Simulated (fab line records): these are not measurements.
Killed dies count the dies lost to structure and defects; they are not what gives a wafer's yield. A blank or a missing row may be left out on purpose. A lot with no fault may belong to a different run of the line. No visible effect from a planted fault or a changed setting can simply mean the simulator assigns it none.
A sampling plan put to the test | flow sky130 | one line in one fab, 59 faults in these records, each fault weighed on the records of the lots it struck
The plan is the line's own looks: the steps of the route at which a gauge or an inspection reads the wafer and doesn't change it. A look is open to judgement when struck wafers have a number at it and the file gives its usual mean and standard deviation on fault-free wafers. Caught: 4 or more of those standard deviations (sigma) separate the usual mean from the mean of the struck wafers at a look after the fault's first step. On the tool: the same test on the tool's own readings at the fault's steps. Another recipe on the struck wafers, or a record that is blank for them alone, also counts as caught.

THE FAULTS, as the simulator had put them in
1. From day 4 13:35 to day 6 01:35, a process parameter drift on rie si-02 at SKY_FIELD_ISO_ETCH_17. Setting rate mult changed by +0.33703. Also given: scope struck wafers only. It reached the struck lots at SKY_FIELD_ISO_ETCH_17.
2. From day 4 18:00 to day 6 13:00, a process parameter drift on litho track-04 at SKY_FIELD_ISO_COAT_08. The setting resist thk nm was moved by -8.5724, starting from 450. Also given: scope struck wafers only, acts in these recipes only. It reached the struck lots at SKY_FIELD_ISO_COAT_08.
3. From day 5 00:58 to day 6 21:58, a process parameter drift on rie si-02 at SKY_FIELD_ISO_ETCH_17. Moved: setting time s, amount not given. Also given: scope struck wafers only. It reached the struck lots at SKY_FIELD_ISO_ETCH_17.
4. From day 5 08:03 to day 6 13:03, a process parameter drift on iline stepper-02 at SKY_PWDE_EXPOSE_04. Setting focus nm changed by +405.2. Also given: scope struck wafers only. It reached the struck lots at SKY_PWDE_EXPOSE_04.
5. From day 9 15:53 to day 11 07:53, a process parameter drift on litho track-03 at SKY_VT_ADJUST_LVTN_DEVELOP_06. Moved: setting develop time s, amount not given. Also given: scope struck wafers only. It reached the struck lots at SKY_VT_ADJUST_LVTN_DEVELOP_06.
6. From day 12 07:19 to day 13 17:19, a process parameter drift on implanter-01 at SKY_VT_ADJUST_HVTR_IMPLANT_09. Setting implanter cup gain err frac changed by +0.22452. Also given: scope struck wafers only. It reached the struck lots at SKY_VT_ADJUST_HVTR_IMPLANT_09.
7. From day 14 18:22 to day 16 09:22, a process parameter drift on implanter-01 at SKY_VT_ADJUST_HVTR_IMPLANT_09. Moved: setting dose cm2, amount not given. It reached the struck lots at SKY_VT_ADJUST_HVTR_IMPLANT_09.
8. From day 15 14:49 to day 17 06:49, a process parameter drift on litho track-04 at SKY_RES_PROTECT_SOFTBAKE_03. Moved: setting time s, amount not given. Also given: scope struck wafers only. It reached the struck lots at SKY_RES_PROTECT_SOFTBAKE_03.
9. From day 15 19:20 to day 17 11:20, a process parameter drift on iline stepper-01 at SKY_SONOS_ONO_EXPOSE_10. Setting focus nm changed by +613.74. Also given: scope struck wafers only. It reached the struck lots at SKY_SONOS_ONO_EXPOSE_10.
10. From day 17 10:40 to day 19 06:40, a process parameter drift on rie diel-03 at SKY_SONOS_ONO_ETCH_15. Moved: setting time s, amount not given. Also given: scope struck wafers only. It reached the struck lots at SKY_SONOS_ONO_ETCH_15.
11. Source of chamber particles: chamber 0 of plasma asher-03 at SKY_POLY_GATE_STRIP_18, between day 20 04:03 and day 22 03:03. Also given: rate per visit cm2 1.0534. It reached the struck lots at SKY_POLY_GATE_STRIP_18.
12. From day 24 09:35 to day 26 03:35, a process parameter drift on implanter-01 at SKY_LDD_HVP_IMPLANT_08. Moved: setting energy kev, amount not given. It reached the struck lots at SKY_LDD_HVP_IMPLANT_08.
13. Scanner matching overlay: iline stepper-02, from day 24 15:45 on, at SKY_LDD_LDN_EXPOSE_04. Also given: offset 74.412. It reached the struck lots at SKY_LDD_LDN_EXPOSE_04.
14. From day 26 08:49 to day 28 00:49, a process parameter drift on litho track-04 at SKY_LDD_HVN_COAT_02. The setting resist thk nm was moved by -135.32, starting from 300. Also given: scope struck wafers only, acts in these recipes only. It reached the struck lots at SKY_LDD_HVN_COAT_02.
15. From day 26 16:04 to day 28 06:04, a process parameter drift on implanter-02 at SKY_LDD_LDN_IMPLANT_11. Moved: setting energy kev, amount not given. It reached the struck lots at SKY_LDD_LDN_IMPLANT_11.
16. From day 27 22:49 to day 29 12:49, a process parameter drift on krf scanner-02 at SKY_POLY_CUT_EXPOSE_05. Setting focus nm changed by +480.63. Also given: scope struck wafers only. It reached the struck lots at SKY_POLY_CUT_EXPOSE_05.
17. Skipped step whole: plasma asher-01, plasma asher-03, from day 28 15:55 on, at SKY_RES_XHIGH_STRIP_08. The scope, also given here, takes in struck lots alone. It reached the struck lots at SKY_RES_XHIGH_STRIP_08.
18. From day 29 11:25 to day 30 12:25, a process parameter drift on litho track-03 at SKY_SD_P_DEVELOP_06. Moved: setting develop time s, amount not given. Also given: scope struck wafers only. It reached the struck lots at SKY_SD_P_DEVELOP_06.
19. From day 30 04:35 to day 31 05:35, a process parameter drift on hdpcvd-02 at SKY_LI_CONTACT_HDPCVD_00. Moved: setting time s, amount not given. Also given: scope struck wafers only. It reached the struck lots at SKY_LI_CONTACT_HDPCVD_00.
20. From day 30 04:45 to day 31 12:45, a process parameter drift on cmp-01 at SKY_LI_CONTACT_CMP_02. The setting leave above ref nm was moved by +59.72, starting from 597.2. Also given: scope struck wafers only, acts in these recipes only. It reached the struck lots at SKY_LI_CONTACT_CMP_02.
21. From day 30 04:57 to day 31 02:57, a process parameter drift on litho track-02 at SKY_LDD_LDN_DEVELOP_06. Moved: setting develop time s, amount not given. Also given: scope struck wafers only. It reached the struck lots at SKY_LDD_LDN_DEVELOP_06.
22. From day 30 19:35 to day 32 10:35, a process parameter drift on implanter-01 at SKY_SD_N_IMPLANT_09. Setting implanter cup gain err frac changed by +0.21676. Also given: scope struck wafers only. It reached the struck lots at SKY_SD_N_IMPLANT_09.
23. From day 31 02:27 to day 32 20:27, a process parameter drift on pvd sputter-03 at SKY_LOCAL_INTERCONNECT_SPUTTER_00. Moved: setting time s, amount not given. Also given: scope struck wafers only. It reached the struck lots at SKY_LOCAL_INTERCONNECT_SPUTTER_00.
24. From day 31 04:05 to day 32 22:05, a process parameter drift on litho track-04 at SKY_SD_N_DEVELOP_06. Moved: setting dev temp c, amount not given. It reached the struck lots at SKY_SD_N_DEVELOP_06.
25. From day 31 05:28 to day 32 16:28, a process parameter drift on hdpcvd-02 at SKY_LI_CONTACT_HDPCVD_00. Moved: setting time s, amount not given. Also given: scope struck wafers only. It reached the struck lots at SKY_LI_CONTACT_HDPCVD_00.
26. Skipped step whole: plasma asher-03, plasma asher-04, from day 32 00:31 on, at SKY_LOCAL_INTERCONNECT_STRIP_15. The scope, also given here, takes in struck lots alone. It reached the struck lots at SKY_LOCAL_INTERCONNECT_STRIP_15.
27. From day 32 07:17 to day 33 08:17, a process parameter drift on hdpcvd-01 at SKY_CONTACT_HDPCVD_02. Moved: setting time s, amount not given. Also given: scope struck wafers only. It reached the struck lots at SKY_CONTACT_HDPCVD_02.
28. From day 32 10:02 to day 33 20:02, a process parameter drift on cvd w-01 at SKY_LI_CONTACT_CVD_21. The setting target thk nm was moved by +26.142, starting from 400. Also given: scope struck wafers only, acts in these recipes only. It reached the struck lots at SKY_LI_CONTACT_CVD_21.
29. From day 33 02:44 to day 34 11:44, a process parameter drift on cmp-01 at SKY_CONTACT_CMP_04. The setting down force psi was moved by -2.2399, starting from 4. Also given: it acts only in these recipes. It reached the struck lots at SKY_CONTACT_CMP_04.
30. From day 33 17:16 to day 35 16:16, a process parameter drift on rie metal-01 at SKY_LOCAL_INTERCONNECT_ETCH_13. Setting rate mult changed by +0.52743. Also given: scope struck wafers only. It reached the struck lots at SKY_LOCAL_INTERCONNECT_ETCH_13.
31. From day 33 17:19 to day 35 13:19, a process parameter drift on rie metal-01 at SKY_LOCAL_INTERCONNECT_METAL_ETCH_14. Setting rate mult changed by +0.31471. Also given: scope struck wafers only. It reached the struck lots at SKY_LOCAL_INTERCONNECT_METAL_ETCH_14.
32. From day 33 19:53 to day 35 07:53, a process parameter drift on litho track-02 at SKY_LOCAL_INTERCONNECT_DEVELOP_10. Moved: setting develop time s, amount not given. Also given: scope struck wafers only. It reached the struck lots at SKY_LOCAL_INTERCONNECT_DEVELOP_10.
33. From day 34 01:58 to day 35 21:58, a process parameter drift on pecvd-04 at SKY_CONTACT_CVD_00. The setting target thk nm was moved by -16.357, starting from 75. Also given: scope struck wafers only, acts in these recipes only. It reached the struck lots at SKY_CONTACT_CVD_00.
34. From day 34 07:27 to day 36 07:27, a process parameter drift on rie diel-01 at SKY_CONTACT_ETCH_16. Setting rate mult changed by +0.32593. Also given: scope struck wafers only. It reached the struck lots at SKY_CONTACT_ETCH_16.
35. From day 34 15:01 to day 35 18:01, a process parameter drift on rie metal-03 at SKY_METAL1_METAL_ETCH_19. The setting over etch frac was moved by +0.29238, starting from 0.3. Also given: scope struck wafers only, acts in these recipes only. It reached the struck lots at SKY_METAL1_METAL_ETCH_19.
36. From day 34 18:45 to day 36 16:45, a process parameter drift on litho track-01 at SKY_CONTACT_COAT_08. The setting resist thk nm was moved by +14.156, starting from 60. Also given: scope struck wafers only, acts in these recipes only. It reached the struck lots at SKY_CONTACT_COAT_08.
37. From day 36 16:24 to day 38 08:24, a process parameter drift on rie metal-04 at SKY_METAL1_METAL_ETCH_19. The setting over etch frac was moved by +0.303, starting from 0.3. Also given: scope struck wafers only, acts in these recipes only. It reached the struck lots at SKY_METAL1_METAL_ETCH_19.
38. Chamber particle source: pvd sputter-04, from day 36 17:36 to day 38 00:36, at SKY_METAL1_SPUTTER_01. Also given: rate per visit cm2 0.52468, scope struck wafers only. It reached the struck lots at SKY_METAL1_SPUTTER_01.
39. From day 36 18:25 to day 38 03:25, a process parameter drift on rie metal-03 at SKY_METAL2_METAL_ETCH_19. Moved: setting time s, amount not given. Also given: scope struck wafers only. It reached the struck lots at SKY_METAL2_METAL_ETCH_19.
40. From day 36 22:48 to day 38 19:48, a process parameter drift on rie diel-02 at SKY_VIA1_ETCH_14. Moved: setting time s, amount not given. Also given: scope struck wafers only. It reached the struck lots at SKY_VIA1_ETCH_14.
41. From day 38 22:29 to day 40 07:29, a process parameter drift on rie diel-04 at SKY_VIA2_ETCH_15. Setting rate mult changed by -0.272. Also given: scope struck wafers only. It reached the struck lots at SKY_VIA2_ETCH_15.
42. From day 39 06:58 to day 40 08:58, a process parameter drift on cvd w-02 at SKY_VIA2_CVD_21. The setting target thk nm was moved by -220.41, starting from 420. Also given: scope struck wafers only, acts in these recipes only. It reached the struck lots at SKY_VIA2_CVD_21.
43. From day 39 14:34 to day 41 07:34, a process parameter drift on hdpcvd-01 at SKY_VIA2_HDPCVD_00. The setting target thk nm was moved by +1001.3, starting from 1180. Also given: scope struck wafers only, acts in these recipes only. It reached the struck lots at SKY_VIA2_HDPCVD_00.
44. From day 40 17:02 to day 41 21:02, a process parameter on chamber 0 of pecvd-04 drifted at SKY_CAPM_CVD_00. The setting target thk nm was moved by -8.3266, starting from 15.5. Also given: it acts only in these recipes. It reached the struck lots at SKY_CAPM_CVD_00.
45. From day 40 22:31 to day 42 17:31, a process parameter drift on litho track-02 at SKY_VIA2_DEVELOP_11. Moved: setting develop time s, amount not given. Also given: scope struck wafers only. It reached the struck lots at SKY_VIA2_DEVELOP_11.
46. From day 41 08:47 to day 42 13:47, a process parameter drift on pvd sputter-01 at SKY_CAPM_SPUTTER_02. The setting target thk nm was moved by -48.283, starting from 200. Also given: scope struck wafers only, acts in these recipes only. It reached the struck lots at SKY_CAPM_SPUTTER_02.
47. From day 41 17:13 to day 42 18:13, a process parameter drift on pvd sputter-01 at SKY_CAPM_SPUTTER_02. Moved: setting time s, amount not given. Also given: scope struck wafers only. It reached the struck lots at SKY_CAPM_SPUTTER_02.
48. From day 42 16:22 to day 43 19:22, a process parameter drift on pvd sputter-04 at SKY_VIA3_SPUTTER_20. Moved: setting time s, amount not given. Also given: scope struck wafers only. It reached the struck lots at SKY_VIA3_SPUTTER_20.
49. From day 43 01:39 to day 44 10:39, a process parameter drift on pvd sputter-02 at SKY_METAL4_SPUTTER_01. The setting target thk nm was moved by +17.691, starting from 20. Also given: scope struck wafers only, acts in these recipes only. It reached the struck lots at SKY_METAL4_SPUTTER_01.
50. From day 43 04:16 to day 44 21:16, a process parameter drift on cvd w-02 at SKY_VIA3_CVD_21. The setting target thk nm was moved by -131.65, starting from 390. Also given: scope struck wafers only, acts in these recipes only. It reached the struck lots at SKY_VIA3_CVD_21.
51. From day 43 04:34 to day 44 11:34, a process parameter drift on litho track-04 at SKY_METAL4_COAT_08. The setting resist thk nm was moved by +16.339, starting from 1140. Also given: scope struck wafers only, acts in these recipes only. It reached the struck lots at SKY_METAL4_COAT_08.
52. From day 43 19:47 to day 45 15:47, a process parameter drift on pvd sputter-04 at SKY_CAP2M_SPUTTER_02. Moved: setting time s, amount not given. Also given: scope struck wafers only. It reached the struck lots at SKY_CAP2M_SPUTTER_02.
53. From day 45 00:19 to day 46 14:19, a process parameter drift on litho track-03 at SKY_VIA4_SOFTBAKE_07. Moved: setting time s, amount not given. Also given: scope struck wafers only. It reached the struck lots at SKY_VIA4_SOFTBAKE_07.
54. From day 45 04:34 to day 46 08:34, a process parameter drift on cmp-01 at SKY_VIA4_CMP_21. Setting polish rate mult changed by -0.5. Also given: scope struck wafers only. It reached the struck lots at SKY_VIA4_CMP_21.
55. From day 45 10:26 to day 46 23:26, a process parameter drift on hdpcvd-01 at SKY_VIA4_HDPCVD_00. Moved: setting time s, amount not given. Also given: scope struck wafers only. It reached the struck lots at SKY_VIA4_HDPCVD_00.
56. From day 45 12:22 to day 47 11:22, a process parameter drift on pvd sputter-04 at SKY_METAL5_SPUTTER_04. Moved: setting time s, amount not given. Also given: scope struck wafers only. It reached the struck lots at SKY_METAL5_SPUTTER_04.
57. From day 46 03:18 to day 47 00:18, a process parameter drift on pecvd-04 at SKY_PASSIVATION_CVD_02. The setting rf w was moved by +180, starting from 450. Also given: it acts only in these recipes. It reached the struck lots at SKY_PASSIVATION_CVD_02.
58. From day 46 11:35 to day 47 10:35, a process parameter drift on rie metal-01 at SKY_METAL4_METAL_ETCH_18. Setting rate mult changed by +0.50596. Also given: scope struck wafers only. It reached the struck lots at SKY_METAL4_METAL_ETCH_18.
59. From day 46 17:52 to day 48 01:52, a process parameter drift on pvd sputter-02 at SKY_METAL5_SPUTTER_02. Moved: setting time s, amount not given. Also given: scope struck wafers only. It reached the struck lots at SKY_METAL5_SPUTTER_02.

WHAT THE PLAN SAW
fault | on the tool itself                               | first look that catches it                      | reading, sigma                                                                    | median hours from its first step to that look | hours from the fault's start to the first struck lot there | judged looks passed uncaught
1     | oes product au +17 sigma                         | none of the 2 looks that can be judged after it | -                                                                                 | -                                             | -                                                          | 2
2     | no reading that can be judged                    | none of the 2 looks that can be judged after it | -                                                                                 | -                                             | -                                                          | 2
3     | run length s +9.5 sigma                          | no look after it can be judged                  | -                                                                                 | -                                             | -                                                          | 0
4     | under 2 sigma                                    | none of the 5 looks that can be judged after it | -                                                                                 | -                                             | -                                                          | 5
5     | no reading that can be judged                    | SKY_VT_ADJUST_LVTN_TW_MEAS_10                   | VT_ADJUST_LVTN_TW -99 or beyond                                                   | 0.7                                           | 5                                                          | 0
6     | faraday current uA +12 sigma                     | SKY_VT_ADJUST_HVTR_TW_MEAS_11                   | VT_ADJUST_HVTR_TW -12                                                             | 0.2                                           | 2                                                          | 0
7     | dose ions cm2 -99 or beyond sigma                | SKY_VT_ADJUST_HVTR_TW_MEAS_11                   | VT_ADJUST_HVTR_TW -68                                                             | 0.2                                           | 16                                                         | 0
8     | heater power total W +99 or beyond sigma         | none of the 2 looks that can be judged after it | -                                                                                 | -                                             | -                                                          | 2
9     | no reading that can be judged                    | SKY_SONOS_ONO_CD_MEAS_13                        | cd nm -26                                                                         | 14.1                                          | 27                                                         | 0
10    | under 2 sigma                                    | no look after it can be judged                  | -                                                                                 | -                                             | -                                                          | 0
11    | under 2 sigma                                    | none of the 3 looks that can be judged after it | -                                                                                 | -                                             | -                                                          | 3
12    | beam energy keV +99 or beyond sigma              | SKY_LDD_HVP_TW_MEAS_10                          | LDD_HVP_TW +8.2                                                                   | 0.2                                           | 14                                                         | 0
13    | no reading that can be judged                    | SKY_LDD_LDN_OVL_MEAS_07                         | LDD_LDN_OVL +57                                                                   | 14.3                                          | 18                                                         | 0
14    | no reading that can be judged                    | SKY_LDD_HVP_TW_MEAS_10                          | LDD_HVP_TW +10                                                                    | 43.6                                          | 50                                                         | 0
15    | beam energy keV +99 or beyond sigma              | no look after it can be judged                  | -                                                                                 | -                                             | -                                                          | 0
16    | no reading that can be judged                    | SKY_POLY_CUT_CD_MEAS_08                         | cd nm -12                                                                         | 14.1                                          | 23                                                         | 0
17    | the tool's record is blank for the struck wafers | SKY_SD_N_TW_MEAS_12                             | SD_N_TW -99 or beyond                                                             | 28.0                                          | 32                                                         | 0
18    | no reading that can be judged                    | SKY_SD_P_CD_MEAS_07                             | cd nm -55                                                                         | 0.1                                           | 13                                                         | 0
19    | run length s -9.1 sigma                          | SKY_LI_CONTACT_THK_MEAS_01                      | LI_CONTACT_HDPCVD_THK -4.2                                                        | 0.1                                           | 4                                                          | 0
20    | under 2 sigma                                    | none of the 2 looks that can be judged after it | -                                                                                 | -                                             | -                                                          | 2
21    | no reading that can be judged                    | SKY_LDD_LDN_TW_MEAS_13                          | LDD_LDN_TW -99 or beyond                                                          | 0.9                                           | 4                                                          | 0
22    | faraday current uA +4.8 sigma                    | SKY_SD_N_RS_MEAS_16                             | SD_N_RS +11                                                                       | 0.7                                           | 7                                                          | 0
23    | under 2 sigma                                    | none of the 2 looks that can be judged after it | strongest: LOCAL_INTERCONNECT_TIN_THK at SKY_LOCAL_INTERCONNECT_THK_MEAS_02, +3.7 | -                                             | -                                                          | 2
24    | developer temp C -22 sigma                       | not the one look that can be judged after it    | strongest: cd nm at SKY_SD_N_CD_MEAS_07, +3.4                                     | -                                             | -                                                          | 1
25    | run length s +56 sigma                           | SKY_LI_CONTACT_THK_MEAS_01                      | LI_CONTACT_HDPCVD_THK +28                                                         | 0.1                                           | 12                                                         | 0
26    | the tool's record is blank for the struck wafers | no look after it can be judged                  | -                                                                                 | -                                             | -                                                          | 0
27    | run length s +27 sigma                           | SKY_CONTACT_THK_MEAS_03                         | CONTACT_HDPCVD_THK +16                                                            | 0.1                                           | 3                                                          | 0
28    | under 2 sigma                                    | SKY_LI_CONTACT_RS_MEAS_22                       | LI_CONTACT_W_RS -4.8                                                              | 0.2                                           | 3                                                          | 0
29    | head pressure psi -99 or beyond sigma            | no look after it can be judged                  | -                                                                                 | -                                             | -                                                          | 0
30    | under 2 sigma                                    | no look after it can be judged                  | -                                                                                 | -                                             | -                                                          | 0
31    | under 2 sigma                                    | no look after it can be judged                  | -                                                                                 | -                                             | -                                                          | 0
32    | under 2 sigma                                    | SKY_LOCAL_INTERCONNECT_CD_MEAS_11               | cd nm +7.3                                                                        | 0.8                                           | 4                                                          | 0
33    | under 2 sigma                                    | SKY_CONTACT_THK_MEAS_01                         | CONTACT_CVD_00_THK -18                                                            | 0.0                                           | 15                                                         | 0
34    | under 2 sigma                                    | no look after it can be judged                  | -                                                                                 | -                                             | -                                                          | 0
35    | oes product au -13 sigma                         | no look after it can be judged                  | -                                                                                 | -                                             | -                                                          | 0
36    | no reading that can be judged                    | none of the 2 looks that can be judged after it | -                                                                                 | -                                             | -                                                          | 2
37    | oes product au -14 sigma                         | not the one look that can be judged after it    | -                                                                                 | -                                             | -                                                          | 1
38    | under 2 sigma                                    | no look after it can be judged                  | -                                                                                 | -                                             | -                                                          | 0
39    | run length s -23 sigma                           | no look after it can be judged                  | -                                                                                 | -                                             | -                                                          | 0
40    | run length s -65 sigma                           | no look after it can be judged                  | -                                                                                 | -                                             | -                                                          | 0
41    | oes product au -25 sigma                         | no look after it can be judged                  | -                                                                                 | -                                             | -                                                          | 0
42    | under 2 sigma                                    | SKY_VIA2_RS_MEAS_22                             | VIA2_W_RS +88                                                                     | 0.1                                           | 25                                                         | 0
43    | under 2 sigma                                    | SKY_VIA2_THK_MEAS_01                            | VIA2_HDPCVD_THK +76                                                               | 0.1                                           | 8                                                          | 0
44    | under 2 sigma                                    | SKY_CAPM_THK_MEAS_01                            | CAPM_CVD_00_THK -39                                                               | 0.0                                           | 9                                                          | 0
45    | no reading that can be judged                    | SKY_VIA2_CD_MEAS_12                             | cd nm -7.0                                                                        | 0.6                                           | 27                                                         | 0
46    | under 2 sigma                                    | SKY_CAPM_RS_MEAS_03                             | CAPM_TIN_RS +27                                                                   | 0.1                                           | 7                                                          | 0
47    | under 2 sigma                                    | SKY_CAPM_RS_MEAS_03                             | CAPM_TIN_RS -6.1                                                                  | 0.1                                           | 2                                                          | 0
48    | under 2 sigma                                    | no look after it can be judged                  | -                                                                                 | -                                             | -                                                          | 0
49    | under 2 sigma                                    | no look after it can be judged                  | -                                                                                 | -                                             | -                                                          | 0
50    | under 2 sigma                                    | SKY_VIA3_RS_MEAS_22                             | VIA3_W_RS +37                                                                     | 0.1                                           | 6                                                          | 0
51    | no reading that can be judged                    | none of the 2 looks that can be judged after it | -                                                                                 | -                                             | -                                                          | 2
52    | under 2 sigma                                    | SKY_CAP2M_RS_MEAS_03                            | CAP2M_TIN_RS +9.2                                                                 | 0.1                                           | 38                                                         | 0
53    | run length s +99 or beyond sigma                 | no look after it can be judged                  | -                                                                                 | -                                             | -                                                          | 0
54    | overpolish run s -99 or beyond sigma             | no look after it can be judged                  | -                                                                                 | -                                             | -                                                          | 0
55    | run length s +99 or beyond sigma                 | SKY_VIA4_THK_MEAS_01                            | VIA4_HDPCVD_THK +46                                                               | 0.2                                           | 1                                                          | 0
56    | under 2 sigma                                    | none of the 2 looks that can be judged after it | -                                                                                 | -                                             | -                                                          | 2
57    | rf fwd power W +99 or beyond sigma               | SKY_PASSIVATION_THK_MEAS_03                     | PASSIVATION_CVD_02_THK +8.0                                                       | 0.3                                           | 6                                                          | 0
58    | only faintly: oes product au +2.5 sigma          | no look after it can be judged                  | -                                                                                 | -                                             | -                                                          | 0
59    | under 2 sigma                                    | SKY_METAL5_RS_MEAS_05                           | METAL5_ALCU_RS +26                                                                | 0.1                                           | 8                                                          | 0
A dash: the fault is not caught, or the number is missing from these records.

Caught at a look: 29 of 59. Caught on the tool: 24 of 59. By one or the other: 43 of 59.
Faults 1, 3, 8, 15, 24, 26, 29, 35, 37, 39, 40, 41, 53, 54 were caught on the tool alone.
Caught at a look alone: faults 5, 9, 13, 14, 16, 18, 21, 28, 32, 33, 42, 43, 44, 45, 46, 47, 50, 52, 59.
Caught by neither: faults 2, 4, 10, 11, 20, 23, 30, 31, 34, 36, 38, 48, 49, 51, 56, 58.

THINNER SAMPLING
If the look that catches a fault measured only every second or every third lot, by lot number, the first struck lot would be measured this late in the worst case:
fault | struck lots at that look, in order of time | every lot | every second lot | every third lot
5     | L790, L792                                 | 5 h       | may miss all 2   | may miss all 2
6     | L844, L845, L846                           | 2 h       | 12 h             | 20 h
7     | L421, L423                                 | 16 h      | may miss all 2   | may miss all 2
9     | L469, L472                                 | 27 h      | 51 h             | may miss all 2
12    | L997, L999                                 | 14 h      | may miss all 2   | may miss all 2
13    | L721, L722, L723                           | 18 h      | 25 h             | 37 h
14    | L175, L176, L178                           | 50 h      | 53 h             | may miss all 3
16    | L757, L758                                 | 23 h      | 29 h             | may miss all 2
17    | L288, L289                                 | 32 h      | 40 h             | may miss all 2
18    | L630, L631                                 | 13 h      | 13 h             | may miss all 2
19    | L720, L721, L722                           | 4 h       | 10 h             | 22 h
21    | L457, L458                                 | 4 h       | 14 h             | may miss all 2
22    | L940, L942, L944                           | 7 h       | may miss all 3   | 38 h
25    | L553                                       | 12 h      | may miss it      | may miss it
27    | L866, L868                                 | 3 h       | may miss all 2   | may miss all 2
28    | L414, L415                                 | 3 h       | 11 h             | may miss all 2
32    | L565, L567, L568                           | 4 h       | 26 h             | may miss all 3
33    | L529, L532, L533                           | 15 h      | 33 h             | may miss all 3
42    | L655, L656                                 | 25 h      | 25 h             | may miss all 2
43    | L868, L870                                 | 8 h       | may miss all 2   | may miss all 2
44    | L286, L288                                 | 9 h       | may miss all 2   | may miss all 2
45    | L814, L815                                 | 27 h      | 34 h             | may miss all 2
46    | L484, L483, L487                           | 7 h       | 10 h             | may miss all 3
47    | L342                                       | 2 h       | may miss it      | may miss it
50    | L655, L657                                 | 6 h       | may miss all 2   | may miss all 2
52    | L910                                       | 38 h      | may miss it      | may miss it
55    | L805                                       | 1 h       | may miss it      | may miss it
57    | L659, L660                                 | 6 h       | 9 h              | may miss all 2
59    | L644                                       | 8 h       | may miss it      | may miss it
Hours are from the fault's start to the first struck lot that is measured. Since the struck wafers were tested as one group against 4 sigma, a single lot by itself may lie under the limit. Other struck lots may not be in these records.

THE LONGEST TIMED WAY FROM STEP TO LOOK
In fault 14, a median of 43.6 hours elapses between SKY_LDD_HVN_COAT_02 and SKY_LDD_HVP_TW_MEAS_10. No look between them can be judged.
